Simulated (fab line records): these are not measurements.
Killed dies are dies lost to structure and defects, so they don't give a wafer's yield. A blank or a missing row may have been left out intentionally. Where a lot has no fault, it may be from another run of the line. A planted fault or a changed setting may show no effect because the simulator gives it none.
What tool caused it? | flow sky130 | 11 lots with 33 wafers sampled at 3 steps, on a route of 708 steps

WHAT THE GAUGES READ, wafer by wafer
SKY_VIA3_CD_MEAS_12: target cd 200 nm. Usual: cd-nm 199.6 nm, standard deviation 1.3.
lot  | measured     | on        | cd-nm (nm)        | flag
L594 | day 40 07:52 | cd-sem-01 | 199.2 199.9 200.9 |
L596 | day 41 18:32 | cd-sem-01 | 199.7 199.5 201.0 |
L597 | day 41 19:17 | cd-sem-01 | 200.2 200.1 200.3 |
L600 | day 42 01:22 | cd-sem-01 | 199.1 199.7 198.7 |
L604 | day 43 04:39 | cd-sem-02 | 197.5 198.2 197.7 |
L609 | day 44 07:22 | cd-sem-01 | 199.8 198.5 198.7 |
L610 | day 44 11:58 | cd-sem-01 | 201.5 199.6 200.2 |
L612 | day 45 08:39 | cd-sem-01 | 198.8 197.7 197.9 |
L613 | day 45 12:08 | cd-sem-02 | 198.3 198.7 198.9 |
L614 | day 45 19:37 | cd-sem-02 | 197.3 198.1 198.3 |
L615 | day 45 23:37 | cd-sem-01 | 198.7 199.9 200.7 |

SKY_CAP2M_THK_MEAS_01. Usual: CAP2M_CVD_00_THK gives 15.43 nm (standard deviation 0.22).
lot  | measured     | on            | CAP2M_CVD_00_THK (nm) | flag
L594 | day 40 09:38 | film-metro-04 | 15.11 15.40 15.75     |
L596 | day 41 20:17 | film-metro-02 | 15.50 15.41 15.62     |
L597 | day 41 21:26 | film-metro-01 | 15.46 15.32 15.64     |
L600 | day 42 03:03 | film-metro-04 | 15.20 15.12 15.50     |
L604 | day 43 06:25 | film-metro-01 | 15.14 14.94 15.18     |
L609 | day 44 09:06 | film-metro-02 | 15.37 15.27 15.64     |
L610 | day 44 13:38 | film-metro-02 | 15.61 15.80 15.60     |
L612 | day 45 10:21 | film-metro-02 | 15.47 15.68 15.64     |
L613 | day 45 13:49 | film-metro-04 | 15.33 15.41 15.47     |
L614 | day 45 21:35 | film-metro-01 | 15.08 15.10 15.58     |
L615 | day 46 01:20 | film-metro-01 | 15.20 15.15 15.56     |

WHAT TOOL EACH LOT RAN ON (gives the tool, then ch and the chambers of the sampled wafers, and finally the start)
lot  | SKY_METAL4_SPUTTER_01
L594 | pvd-sputter-01, day 40 09:28
L596 | pvd-sputter-01, day 41 20:07
L597 | pvd-sputter-03, day 41 21:16
L600 | pvd-sputter-01, day 42 02:53
L604 | pvd-sputter-03, day 43 06:16
L609 | pvd-sputter-02, day 44 08:56
L610 | pvd-sputter-02, day 44 13:28
L612 | pvd-sputter-03, day 45 10:11
L613 | pvd-sputter-02, day 45 13:38
L614 | pvd-sputter-01, day 45 21:26
L615 | pvd-sputter-01, day 46 01:10
- SKY_METAL4_SPUTTER_01: material TiN, target thk 20 nm, time 16.7 s.

AS READ BY THE TOOLS THEMSELVES (means over the sampled wafers that have a number; for cases with no such wafer, the mark the record gives instead)
SKY_METAL4_SPUTTER_01. Usual: throttle-valve-pct 29.9 %, standard deviation 1.1.
lot  | tool           | throttle-valve-pct (%) | flag
L594 | pvd-sputter-01 | 29.5                   |
L596 | pvd-sputter-01 | 29.5                   |
L597 | pvd-sputter-03 | 29.6                   |
L600 | pvd-sputter-01 | 29.5                   |
L604 | pvd-sputter-03 | 30.2                   |
L609 | pvd-sputter-02 | 29.7                   |
L610 | pvd-sputter-02 | 31.0                   |
L612 | pvd-sputter-03 | 30.1                   |
L613 | pvd-sputter-02 | 30.5                   |
L614 | pvd-sputter-01 | 29.6                   |
L615 | pvd-sputter-01 | 30.5                   |

THE ANSWER, worked out from the rows above alone
Rule: a lot is off if the mean of its wafers that have a number lies more than 3 standard deviations from the usual mean. Also off: a lot with no number at a reading for which 4 or more lots have one. The other lots that the step has rows for count as sound. The gauges are gone through in route order, then the tools' own readings, and for those a lot's mean is taken as printed above. At the first step where some lot is off, the reading lying furthest off is the one used; lots without a number count as furthest.
Across all readings shown, no lot is off: no conclusion can be drawn from this.

WHAT HAD BEEN PUT IN BY THE SIMULATOR
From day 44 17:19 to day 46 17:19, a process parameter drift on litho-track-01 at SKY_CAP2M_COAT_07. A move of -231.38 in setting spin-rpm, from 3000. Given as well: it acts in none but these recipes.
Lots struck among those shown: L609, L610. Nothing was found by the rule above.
